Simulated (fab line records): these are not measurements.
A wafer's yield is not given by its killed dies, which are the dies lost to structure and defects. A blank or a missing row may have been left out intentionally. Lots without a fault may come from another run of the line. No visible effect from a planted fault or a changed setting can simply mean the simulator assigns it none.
fab line records ; flow sky130 ; part 1 of 2: steps 1 to 28 of 39
[record] lots = 5; wafers = 15; lastDay = 49
route steps=708 shown CAP2M@613 METAL4@621 VIA4@639
lots that met no fault: from a run of the same line without faults
startH: start of the lot's first displayed wafer, in hours after the record's first day ; waitH: how many hours have passed since the lot's step before this one ; " same as the row above ; L1.1+2: one row covering several wafers at once ; - no value present, or no start provided ; * or withheld: withheld ; < > ~ a bound
route shown NAME@n: a module of which the file shows steps, and the number in the route of the first ; usual: the fault-free wafers' mean and standard deviation ; same: alike in all rows ; chamber/n: place in a boat ; sites: per-site readings ; _std_site: standard deviation across them ; _edge_site: the outer-site mean with the inner-site mean subtracted ; radiusMm: how far each site lies from the wafer's centre ; mask NAME#n: copy n ; behind: tool/chamber where the wafer was last shaped ; hold: why the lot was held/for how many hours/how that ended ; device: the transistor (n, p or np) that didn't switch ; end of line: the route-end tests of the same wafers ; a step given without rows: its recipe and nothing more ; killed: dies that structure and defects cost at the first sort, which is not the same as the wafer's yield ; map: a wafer's dies, marking killed ones x, the rest . and places with no die _
set.NAME: setting as actually run; set.NAME@STEP: the setting as run at that earlier step ; model.NAME: the simulator's own value behind a step, which no gauge read
lots at some steps of the route; a table a step, a row a wafer
services: the hour from which a tool's chamber was out of use, counted from the record's first day as startH (under 0 if before that day), plus the number of hours and why
[[steps]]
[step SKY_CAP2M_PEB_10]
[recipe] tempC = withheld; timeS = *; resist = NOVOLAK
lot.wafer;tool;chamber;startH;waitH
L079.1+2+6;lithoTrack-02;0;-;-
L082.1+2+5;lithoTrack-02;0;-;-
L086.2+5+6;lithoTrack-04;0;-;-
L087.2+4+5;lithoTrack-04;0;-;-
L089.2+3+6;lithoTrack-04;0;-;-
[step SKY_CAP2M_DEVELOP_11]
[recipe] resist = NOVOLAK; developer = TMAH; developTimeS = 60; devTempC = 23
lot.wafer;tool;chamber;startH;waitH
L079.1+2+6;lithoTrack-02;0;989.24;0.1
L082.1+2+5;lithoTrack-02;0;1012.59;0.1
L086.2+5+6;lithoTrack-04;0;1039.07;0.1
L087.2+4+5;lithoTrack-04;0;1041.47;0.1
L089.2+3+6;lithoTrack-04;0;1069.92;0.1
[step SKY_CAP2M_OVL_MEAS_12]
[usual] CAP2M_OVL = 0.3/1.3
lot.wafer;tool;chamber;startH;waitH;CAP2M_OVL[nm]
L079.1;overlay-01;-;989.39;0.1;0.2
L079.2;overlay-01;-;989.39;0.1;-0.6
L079.6;overlay-01;-;989.39;0.1;0.6
L082.1;overlay-02;-;1012.74;0.1;-1.3
L082.2;overlay-02;-;1012.74;0.1;-1.8
L082.5;overlay-02;-;1012.74;0.1;-0.3
L086.2;overlay-01;-;1039.20;0.1;0.9
L086.5;overlay-01;-;1039.20;0.1;1.4
L086.6;overlay-01;-;1039.20;0.1;1.2
L087.2;overlay-01;-;1041.60;0.1;1.6
L087.4;overlay-01;-;1041.60;0.1;0.8
L087.5;overlay-01;-;1041.60;0.1;2.0
L089.2;overlay-01;-;1070.05;0.1;2.0
L089.3;overlay-01;-;1070.05;0.1;1.1
L089.6;overlay-01;-;1070.05;0.1;1.4
[step SKY_CAP2M_METAL_ETCH_13]
[recipe] targetDepthNm = 220; stopOn = SiO2; chemistry = Cl2/BCl3; target = TiN; pressureMtorr = 10; icpW = 900; biasW = 48.5; Cl2_flow_sccm = 60; bcl3FlowSccm = 30; timeS = 62.9
[usual] drypumpMotorCurrentA = 5.5/0.46; oesProductAu = 0.941/0.0076; throttleValvePct = 21.902/0.01
lot.wafer;tool;chamber;startH;waitH;drypumpMotorCurrentA;oesProductAu;rfHoursCounterH;throttleValvePct
L079.1;rieMetal-03;1;989.42;0.0;4.7;0.932;11;21.912
L079.2;rieMetal-03;0;989.42;0.0;5.6;0.937;4;21.913
L079.6;rieMetal-03;0;989.42;0.0;5.6;0.929;-;21.903
L082.1;rieMetal-01;0;1012.77;0.0;5.9;0.942;15;21.919
L082.2;rieMetal-01;1;1012.77;0.0;5.3;0.947;14;21.892
L082.5;rieMetal-01;0;1012.77;0.0;5.9;0.948;-;21.897
L086.2;rieMetal-03;1;1039.23;0.0;4.7;0.947;14;21.915
L086.5;rieMetal-03;0;1039.23;0.0;5.6;0.951;-;21.898
L086.6;rieMetal-03;1;1039.23;0.0;4.7;0.939;-;21.894
L087.2;rieMetal-03;0;1041.63;0.0;5.6;0.949;7;21.887
L087.4;rieMetal-03;0;1041.63;0.0;5.6;0.934;-;21.905
L087.5;rieMetal-03;1;1041.63;0.0;4.7;0.937;-;21.894
L089.2;rieMetal-04;1;1070.08;0.0;6.0;0.949;20;21.898
L089.3;rieMetal-04;1;1070.08;0.0;5.9;0.945;-;21.908
L089.6;rieMetal-04;1;1070.08;0.0;6.0;0.942;-;21.902
[step SKY_CAP2M_STRIP_14]
[recipe] chemistry = O2/N2; powerW = 1400; pressureMtorr = 1500; platenTempC = withheld; o2FlowSccm = 3000; n2FlowSccm = 300; overashFraction = 0.5
[usual] drypumpMotorCurrentA = 5.7/0.5; oesProductAu = 0.710/0.0048; stripTimeToEndpointS = 12.65/0.042
[same] overashFraction = 0.5
lot.wafer;tool;chamber;startH;waitH;drypumpMotorCurrentA;oesProductAu;rfHoursCounterH;stripTimeToEndpointS
L079.1;plasmaAsher-01;0;989.50;0.1;6.3;0.704;23;12.72
L079.2;plasmaAsher-01;1;989.50;0.1;4.8;0.716;23;12.64
L079.6;plasmaAsher-01;0;989.50;0.1;6.3;0.717;-;12.63
L082.1;plasmaAsher-04;0;1012.85;0.1;6.0;0.705;59;12.65
L082.2;plasmaAsher-04;1;1012.85;0.1;5.4;0.710;59;12.70
L082.5;plasmaAsher-04;1;1012.85;0.1;5.4;0.713;-;12.66
L086.2;plasmaAsher-04;1;1039.31;0.1;5.4;0.716;61;12.69
L086.5;plasmaAsher-04;1;1039.31;0.1;5.4;0.709;-;12.61
L086.6;plasmaAsher-04;0;1039.31;0.1;6.0;0.715;-;12.67
L087.2;plasmaAsher-02;0;1041.71;0.1;6.2;0.711;124;12.63
L087.4;plasmaAsher-02;0;1041.71;0.1;6.2;0.707;-;12.62
L087.5;plasmaAsher-02;0;1041.71;0.1;6.3;0.717;-;12.69
L089.2;plasmaAsher-02;0;1070.16;0.1;6.2;0.715;1;12.59
L089.3;plasmaAsher-02;1;1070.16;0.1;5.6;0.705;-;12.59
L089.6;plasmaAsher-02;1;1070.16;0.1;5.6;0.707;-;12.57
[step SKY_CAP2M_STRIP_15]
[recipe] chemistry = postEtchResidueRemover; timeS = 1200; tempC = 72.5
lot.wafer;tool;chamber;startH;waitH
L079.1+2+6;wetBench-01;3;989.60;0.1
L082.1+2+5;wetBench-01;1;1012.95;0.1
L086.2+5+6;wetBench-03;0;1039.41;0.1
L087.2+4+5;wetBench-04;1;1041.81;0.1
L089.2+3+6;wetBench-04;2;1070.26;0.1
[step SKY_CAP2M_CLEAN_16]
[recipe] chemistry = IPA; timeS = 180; tempC = 25
lot.wafer;tool;chamber;startH;waitH
L079.1+2+6;wetBench-03;1;989.94;0.0
L082.1+2+5;wetBench-04;3;1013.29;0.0
L086.2+5+6;wetBench-04;1;1040.09;0.0
L087.2+4+5;wetBench-01;0;1042.15;0.0
L089.2+3+6;wetBench-01;3;1070.60;0.0
[step SKY_CAP2M_CLEAN_17]
[recipe] chemistry = O3/DIW; dry = n2Spin
lot.wafer;tool;chamber;startH;waitH
L079.1+2+6;wetBench-01;0;990.01;0.0
L082.1+2+5;wetBench-03;3;1013.36;0.0
L086.2+5+6;wetBench-04;2;1040.15;0.0
L087.2+4+5;wetBench-04;1;1042.21;0.0
L089.2+3+6;wetBench-04;1;1070.66;0.0
[step SKY_METAL4_DEHYDRATE_05]
[recipe] tempC = 200; timeS = 60
[usual] plateTempC = 199.99/0.16
lot.wafer;tool;chamber;startH;waitH;plateTempC
L079.1;lithoTrack-04;0;1000.79;10.7;199.80
L079.2;lithoTrack-04;0;1000.79;10.7;200.02
L079.6;lithoTrack-04;0;1000.79;10.7;199.86
L082.1;lithoTrack-04;0;1023.59;10.1;200.15
L082.2;lithoTrack-04;0;1023.59;10.1;200.12
L082.5;lithoTrack-04;0;1023.59;10.1;199.93
L086.2;lithoTrack-02;0;1049.86;9.6;200.09
L086.5;lithoTrack-02;0;1049.86;9.6;200.00
L086.6;lithoTrack-02;0;1049.86;9.6;200.18
L087.2;lithoTrack-01;0;1052.09;9.8;199.88
L087.4;lithoTrack-01;0;1052.09;9.8;199.88
L087.5;lithoTrack-01;0;1052.09;9.8;200.00
L089.2;lithoTrack-02;0;1079.96;9.2;200.06
L089.3;lithoTrack-02;0;1079.96;9.2;199.98
L089.6;lithoTrack-02;0;1079.96;9.2;199.89
[step SKY_METAL4_HMDS_06]
[recipe] primeTimeS = 60; primeTempC = 120
lot.wafer;tool;chamber;startH;waitH
L079.1+2+6;lithoTrack-04;0;1000.94;0.1
L082.1+2+5;lithoTrack-04;0;1023.74;0.1
L086.2+5+6;lithoTrack-02;0;1050.01;0.1
L087.2+4+5;lithoTrack-01;0;1052.24;0.1
L089.2+3+6;lithoTrack-02;0;1080.11;0.1
[step SKY_METAL4_COAT_07]
[recipe] resist = BARC; tempC = withheld; timeS = withheld; spinRpm = 3000; resistThkNm = 60
lot.wafer;tool;chamber;startH;waitH
L079.1+2+6;lithoTrack-04;0;1001.09;0.1
L082.1+2+5;lithoTrack-04;0;1023.89;0.1
L086.2+5+6;lithoTrack-02;0;1050.16;0.1
L087.2+4+5;lithoTrack-01;0;1052.39;0.1
L089.2+3+6;lithoTrack-02;0;1080.26;0.1
[step SKY_METAL4_COAT_08]
[recipe] resist = KrF-thick; spinRpm = 3000; resistThkNm = 1140
lot.wafer;tool;chamber;startH;waitH
L079.1+2+6;lithoTrack-04;0;-;-
L082.1+2+5;lithoTrack-04;0;-;-
L086.2+5+6;lithoTrack-02;0;-;-
L087.2+4+5;lithoTrack-01;0;-;-
L089.2+3+6;lithoTrack-02;0;-;-
[step SKY_METAL4_SOFTBAKE_09]
[recipe] tempC = 100; timeS = 90; resist = KrF-thick
[usual] plateTempC = 100.03/0.12
lot.wafer;tool;chamber;startH;waitH;plateTempC
L079.1;lithoTrack-04;0;-;-;100.12
L079.2;lithoTrack-04;0;-;-;100.06
L079.6;lithoTrack-04;0;-;-;100.26
L082.1;lithoTrack-04;0;-;-;99.78
L082.2;lithoTrack-04;0;-;-;99.93
L082.5;lithoTrack-04;0;-;-;100.20
L086.2;lithoTrack-02;0;-;-;100.14
L086.5;lithoTrack-02;0;-;-;100.12
L086.6;lithoTrack-02;0;-;-;100.08
L087.2;lithoTrack-01;0;-;-;99.94
L087.4;lithoTrack-01;0;-;-;99.99
L087.5;lithoTrack-01;0;-;-;100.08
L089.2;lithoTrack-02;0;-;-;100.25
L089.3;lithoTrack-02;0;-;-;100.05
L089.6;lithoTrack-02;0;-;-;100.13
[step SKY_METAL4_EXPOSE_10]
[recipe] maskId = MM4; na = 0.68; sourceShape = annular; sigmaInner = 0.4; sigmaOuter = 0.8; targetCdNm = 300; doseMj = 28
[usual] stageVelMmS = 500.01/0.24
[same] sigmaOuter = 0.8
lot.wafer;tool;chamber;startH;waitH;mask;stageVelMmS
L079.1;krfScanner-01;0;-;-;MM4#0;499.38
L079.2;krfScanner-01;0;-;-;MM4#0;499.87
L079.6;krfScanner-01;0;-;-;MM4#0;499.99
L082.1;krfScanner-01;0;-;-;MM4#0;500.33
L082.2;krfScanner-01;0;-;-;MM4#0;499.86
L082.5;krfScanner-01;0;-;-;MM4#0;500.30
L086.2;krfScanner-02;0;-;-;MM4#0;499.97
L086.5;krfScanner-02;0;-;-;MM4#0;500.10
L086.6;krfScanner-02;0;-;-;MM4#0;499.86
L087.2;krfScanner-02;0;-;-;MM4#0;500.52
L087.4;krfScanner-02;0;-;-;MM4#0;500.24
L087.5;krfScanner-02;0;-;-;MM4#0;500.28
L089.2;krfScanner-02;0;-;-;MM4#0;500.23
L089.3;krfScanner-02;0;-;-;MM4#0;500.16
L089.6;krfScanner-02;0;-;-;MM4#0;500.10
[step SKY_METAL4_PEB_11]
[recipe] pebTempC = withheld; pebTimeS = withheld; resist = KrF-thick
lot.wafer;tool;chamber;startH;waitH
L079.1+2+6;lithoTrack-04;0;-;-
L082.1+2+5;lithoTrack-02;0;-;-
L086.2+5+6;lithoTrack-04;0;-;-
L087.2+4+5;lithoTrack-04;0;-;-
L089.2+3+6;lithoTrack-02;0;-;-
[step SKY_METAL4_DEVELOP_12]
[recipe] developTimeS = 60; resist = KrF-thick; devTempC = 21
lot.wafer;tool;chamber;startH;waitH
L079.1+2+6;lithoTrack-04;0;-;-
L082.1+2+5;lithoTrack-02;0;-;-
L086.2+5+6;lithoTrack-04;0;-;-
L087.2+4+5;lithoTrack-04;0;-;-
L089.2+3+6;lithoTrack-02;0;-;-
[step SKY_METAL4_CD_MEAS_13]
[recipe] targetCdNm = 300
[usual] cdNm = 300.0/1.2
lot.wafer;tool;chamber;startH;waitH;cdNm
L079.1;cdSem-02;-;1013.19;-;300.5
L079.2;cdSem-02;-;1013.19;-;299.1
L079.6;cdSem-02;-;1013.19;-;300.6
L082.1;cdSem-02;-;1035.24;-;299.8
L082.2;cdSem-02;-;1035.24;-;300.8
L082.5;cdSem-02;-;1035.24;-;301.2
L086.2;cdSem-01;-;1061.61;-;301.9
L086.5;cdSem-01;-;1061.61;-;300.6
L086.6;cdSem-01;-;1061.61;-;301.2
L087.2;cdSem-02;-;1064.06;-;301.4
L087.4;cdSem-02;-;1064.06;-;303.4
L087.5;cdSem-02;-;1064.06;-;302.7
L089.2;cdSem-02;-;1091.36;-;302.3
L089.3;cdSem-02;-;1091.36;-;302.1
L089.6;cdSem-02;-;1091.36;-;302.4
[step SKY_METAL4_OVL_MEAS_14]
[usual] METAL4_OVL = 1/5.9
lot.wafer;tool;chamber;startH;waitH;METAL4_OVL[nm]
L079.1;overlay-01;-;1013.31;0.1;6
L079.2;overlay-01;-;1013.31;0.1;4
L079.6;overlay-01;-;1013.31;0.1;-3
L082.1;overlay-02;-;1035.36;0.1;1
L082.2;overlay-02;-;1035.36;0.1;0
L082.5;overlay-02;-;1035.36;0.1;4
L086.2;overlay-02;-;1061.72;0.1;3
L086.5;overlay-02;-;1061.72;0.1;6
L086.6;overlay-02;-;1061.72;0.1;7
L087.2;overlay-02;-;1064.17;0.1;2
L087.4;overlay-02;-;1064.17;0.1;1
L087.5;overlay-02;-;1064.17;0.1;-5
L089.2;overlay-01;-;1091.46;0.1;-6
L089.3;overlay-01;-;1091.46;0.1;-7
L089.6;overlay-01;-;1091.46;0.1;-11
[step SKY_METAL4_DESCUM_15]
[recipe] chemistry = O2; sourcePowerW = 150; biasPowerW = 0; pressureMtorr = 10; tempC = 40; timeS = 8
[usual] drypumpMotorCurrentA = 5.5/0.5; oesProductAu = 1.004/0.008
lot.wafer;tool;chamber;startH;waitH;drypumpMotorCurrentA;oesProductAu;rfHoursCounterH
L079.1;rieMetal-02;1;1013.35;0.0;6.1;1.008;14
L079.2;rieMetal-02;0;1013.35;0.0;5.0;1.004;16
L079.6;rieMetal-02;1;1013.35;0.0;6.1;1.004;-
L082.1;rieMetal-02;1;1035.39;0.0;6.1;1.011;15
L082.2;rieMetal-02;0;1035.39;0.0;5.0;1.020;17
L082.5;rieMetal-02;1;1035.39;0.0;6.1;1.005;-
L086.2;rieMetal-04;1;1061.75;0.0;5.9;1.004;19
L086.5;rieMetal-04;1;1061.75;0.0;6.0;1.008;-
L086.6;rieMetal-04;0;1061.75;0.0;5.8;1.004;-
L087.2;rieMetal-04;0;1064.20;0.0;5.9;0.994;8
L087.4;rieMetal-04;0;1064.20;0.0;5.9;1.004;-
L087.5;rieMetal-04;1;1064.20;0.0;6.0;1.006;-
L089.2;rieMetal-02;1;1091.49;0.0;6.1;1.000;19
L089.3;rieMetal-02;1;1091.49;0.0;6.1;1.009;-
L089.6;rieMetal-02;0;1091.49;0.0;5.0;1.011;-
[step SKY_METAL4_ETCH_16]
[recipe] chemistry = N2/H2; target = BARC; ionEnergyEv = 200; biasW = 100; pressureMtorr = 30; n2FlowSccm = 100; h2FlowSccm = 200; icpW = 500; stopOn = SiO2; timeS = 88.2; targetDepthA = 600
[usual] drypumpMotorCurrentA = 5.5/0.5; oesProductAu = 0.625/0.0046; throttleValvePct = 13.205/0.0095
lot.wafer;tool;chamber;startH;waitH;drypumpMotorCurrentA;oesProductAu;rfHoursCounterH;throttleValvePct
L079.1;rieMetal-02;1;1013.38;0.0;6.1;0.621;14;13.203
L079.2;rieMetal-02;0;1013.38;0.0;5.0;0.628;16;13.201
L079.6;rieMetal-02;1;1013.38;0.0;6.1;0.623;-;13.206
L082.1;rieMetal-02;1;1035.42;0.0;6.1;0.625;15;13.190
L082.2;rieMetal-02;0;1035.42;0.0;5.0;0.629;17;13.207
L082.5;rieMetal-02;1;1035.42;0.0;6.1;0.624;-;13.223
L086.2;rieMetal-04;1;1061.78;0.0;6.0;0.627;19;13.203
L086.5;rieMetal-04;1;1061.78;0.0;6.0;0.624;-;13.201
L086.6;rieMetal-04;0;1061.78;0.0;5.9;0.630;-;13.189
L087.2;rieMetal-04;0;1064.23;0.0;5.9;0.626;8;13.177
L087.4;rieMetal-04;0;1064.23;0.0;5.8;0.630;-;13.216
L087.5;rieMetal-04;1;1064.23;0.0;5.9;0.625;-;13.211
L089.2;rieMetal-02;1;1091.52;0.0;6.1;0.623;19;13.192
L089.3;rieMetal-02;1;1091.52;0.0;6.1;0.619;-;13.207
L089.6;rieMetal-02;0;1091.52;0.0;5.0;0.622;-;13.204
[step SKY_METAL4_ETCH_17]
[recipe] target = SiO2; stopOn = TiN; chemistry = C4F8/O2/Ar; sourceW = 1500; biasW = 1200; pressureMtorr = 40; c4f8FlowSccm = withheld; O2_flow_sccm = 6; Ar_flow_sccm = 300; timeS = 3.9; targetDepthA = 150
[usual] oesProductAu = 0.755/0.0079
lot.wafer;tool;chamber;startH;waitH;oesProductAu;rfHoursCounterH
L079.1;rieDiel-04;0;1013.48;0.1;0.742;20
L079.2;rieDiel-04;2;1013.48;0.1;0.758;10
L079.6;rieDiel-04;2;1013.48;0.1;0.764;-
L082.1;rieDiel-03;3;1035.52;0.1;0.753;26
L082.2;rieDiel-03;0;1035.52;0.1;0.757;5
L082.5;rieDiel-03;0;1035.52;0.1;0.765;-
L086.2;rieDiel-01;1;1061.88;0.1;0.748;22
L086.5;rieDiel-01;0;1061.88;0.1;0.764;-
L086.6;rieDiel-01;1;1061.88;0.1;0.761;-
L087.2;rieDiel-04;0;1064.33;0.1;0.745;22
L087.4;rieDiel-04;3;1064.33;0.1;0.747;16
L087.5;rieDiel-04;3;1064.33;0.1;0.755;-
L089.2;rieDiel-04;3;1091.62;0.1;0.744;17
L089.3;rieDiel-04;1;1091.62;0.1;0.742;23
L089.6;rieDiel-04;3;1091.62;0.1;0.746;-
[step SKY_METAL4_METAL_ETCH_18]
[recipe] targetDepthA = 8450; stopOn = SiO2; overEtchFrac = 0.3; timeS = 183.1; chemistry = Cl2/BCl3; resistSidewallDeg = 88; pressureMtorr = 10; icpW = 900; biasW = 48.5; Cl2_flow_sccm = 60; bcl3FlowSccm = 30
[usual] drypumpMotorCurrentA = 5.5/0.52; oesProductAu = 0.868/0.0069; throttleValvePct = 22.265/0.01
lot.wafer;tool;chamber;startH;waitH;drypumpMotorCurrentA;oesProductAu;rfHoursCounterH;throttleValvePct
L079.1;rieMetal-04;1;1013.50;0.0;6.0;0.864;16;22.275
L079.2;rieMetal-04;0;1013.50;0.0;5.9;0.872;4;22.262
L079.6;rieMetal-04;1;1013.50;0.0;6.0;0.876;-;22.269
L082.1;rieMetal-03;1;1035.54;0.0;4.7;0.869;14;22.247
L082.2;rieMetal-03;0;1035.54;0.0;5.6;0.875;7;22.253
L082.5;rieMetal-03;1;1035.54;0.0;4.7;0.871;-;22.267
L086.2;rieMetal-02;0;1061.90;0.0;5.0;0.868;19;22.243
L086.5;rieMetal-02;0;1061.90;0.0;5.0;0.871;-;22.268
L086.6;rieMetal-02;1;1061.90;0.0;6.1;0.868;-;22.270
L087.2;rieMetal-02;0;1064.35;0.0;5.0;0.876;19;22.267
L087.4;rieMetal-02;1;1064.35;0.0;6.1;0.874;-;22.279
L087.5;rieMetal-02;1;1064.35;0.0;6.1;0.874;-;22.248
L089.2;rieMetal-03;0;1091.64;0.0;5.6;0.860;11;22.261
L089.3;rieMetal-03;0;1091.64;0.0;5.6;0.864;-;22.255
L089.6;rieMetal-03;0;1091.64;0.0;5.6;0.873;-;22.261
[step SKY_METAL4_STRIP_19]
[recipe] chemistry = O2/N2; powerW = 1400; pressureMtorr = 1500; platenTempC = withheld; o2FlowSccm = 3000; n2FlowSccm = 300; overashFraction = 0.5
[usual] drypumpMotorCurrentA = 5.8/0.38; oesProductAu = 0.500/0.0055; stripTimeToEndpointS = 6.48/0.072
[same] overashFraction = 0.5
lot.wafer;tool;chamber;startH;waitH;drypumpMotorCurrentA;oesProductAu;rfHoursCounterH;stripTimeToEndpointS
L079.1;plasmaAsher-02;1;1013.68;0.1;5.6;0.501;122;6.46
L079.2;plasmaAsher-02;0;1013.68;0.1;6.2;0.497;122;6.49
L079.6;plasmaAsher-02;1;1013.68;0.1;5.6;0.504;-;6.45
L082.1;plasmaAsher-03;0;1035.72;0.1;6.2;0.501;88;6.46
L082.2;plasmaAsher-03;1;1035.72;0.1;5.4;0.500;88;6.54
L082.5;plasmaAsher-03;1;1035.72;0.1;5.3;0.500;-;6.53
L086.2;plasmaAsher-03;0;1062.08;0.1;6.2;0.497;91;6.46
L086.5;plasmaAsher-03;1;1062.08;0.1;5.3;0.502;-;6.46
L086.6;plasmaAsher-03;0;1062.08;0.1;6.2;0.500;-;6.50
L087.2;plasmaAsher-02;1;1064.53;0.1;5.6;0.496;0;6.39
L087.4;plasmaAsher-02;1;1064.53;0.1;5.6;0.492;-;6.36
L087.5;plasmaAsher-02;1;1064.53;0.1;5.6;0.488;-;6.39
L089.2;plasmaAsher-04;1;1091.82;0.1;5.4;0.498;67;6.45
L089.3;plasmaAsher-04;1;1091.82;0.1;5.3;0.502;-;6.43
L089.6;plasmaAsher-04;1;1091.82;0.1;5.3;0.488;-;6.45
[step SKY_METAL4_STRIP_20]
[recipe] chemistry = postEtchResidueRemover; timeS = 1200; tempC = 72.5
lot.wafer;tool;chamber;startH;waitH
L079.1+2+6;wetBench-02;1;1013.78;0.1
L082.1+2+5;wetBench-03;0;1035.82;0.1
L086.2+5+6;wetBench-04;1;1062.18;0.1
L087.2+4+5;wetBench-03;0;1064.63;0.1
L089.2+3+6;wetBench-04;0;1091.92;0.1
[step SKY_METAL4_CLEAN_21]
[recipe] chemistry = IPA; timeS = 180; tempC = 25
lot.wafer;tool;chamber;startH;waitH
L079.1+2+6;wetBench-04;1;1014.12;0.0
L082.1+2+5;wetBench-03;0;1036.50;0.0
L086.2+5+6;wetBench-02;2;1062.52;0.0
L087.2+4+5;wetBench-02;3;1064.97;0.0
L089.2+3+6;wetBench-02;3;1092.29;0.0
[step SKY_METAL4_CLEAN_22]
[recipe] chemistry = O3/DIW; dry = n2Spin
lot.wafer;tool;chamber;startH;waitH
L079.1+2+6;wetBench-02;3;1014.19;0.0
L082.1+2+5;wetBench-03;2;1036.62;0.0
L086.2+5+6;wetBench-04;0;1062.58;0.0
L087.2+4+5;wetBench-04;0;1065.03;0.0
L089.2+3+6;wetBench-04;1;1092.36;0.0
[step SKY_VIA4_HDPCVD_00]
[recipe] material = SiO2; targetThkNm = 1750; sigmaOpenFrac = 0.3; timeS = 291.7; tempC = 400; sih4FlowSccm = 60; pressureMtorr = 6
[usual] pressureMtorr = 5.999/0.011
lot.wafer;tool;chamber;startH;waitH;pressureMtorr
L079.1;hdpcvd-02;0;1014.28;0.0;6.004
L079.2;hdpcvd-02;2;1014.28;0.0;6.012
L079.6;hdpcvd-02;0;1014.28;0.0;6.003
L082.1;hdpcvd-01;1;1036.80;0.0;6.002
L082.2;hdpcvd-01;0;1036.80;0.0;5.993
L082.5;hdpcvd-01;0;1036.80;0.0;5.994
L086.2;hdpcvd-01;2;1062.67;0.0;6.010
L086.5;hdpcvd-01;2;1062.67;0.0;6.006
L086.6;hdpcvd-01;0;1062.67;0.0;5.997
L087.2;hdpcvd-01;1;1065.12;0.0;6.007
L087.4;hdpcvd-01;1;1065.12;0.0;6.006
L087.5;hdpcvd-01;2;1065.12;0.0;5.993
L089.2;hdpcvd-02;0;1092.46;0.0;5.993
L089.3;hdpcvd-02;2;1092.46;0.0;5.981
L089.6;hdpcvd-02;2;1092.46;0.0;5.981
[step SKY_VIA4_THK_MEAS_01]
[recipe] reads = SiO2_of_VIA4_HDPCVD_00
[usual] VIA4_HDPCVD_THK = 1745/20
lot.wafer;tool;chamber;startH;waitH;VIA4_HDPCVD_THK[nm]
L079.1;filmMetro-01;-;1014.46;0.1;1743
L079.2;filmMetro-01;-;1014.46;0.1;1757
L079.6;filmMetro-01;-;1014.46;0.1;1747
L082.1;filmMetro-04;-;1036.98;0.1;1746
L082.2;filmMetro-04;-;1036.98;0.1;1758
L082.5;filmMetro-04;-;1036.98;0.1;1745
L086.2;filmMetro-03;-;1062.86;0.1;1731
L086.5;filmMetro-03;-;1062.86;0.1;1740
L086.6;filmMetro-03;-;1062.86;0.1;1747
L087.2;filmMetro-03;-;1065.31;0.1;1711
L087.4;filmMetro-03;-;1065.31;0.1;1730
L087.5;filmMetro-03;-;1065.31;0.1;1736
L089.2;filmMetro-04;-;1092.80;0.3;1711
L089.3;filmMetro-04;-;1092.80;0.3;1773
L089.6;filmMetro-04;-;1092.80;0.3;1760
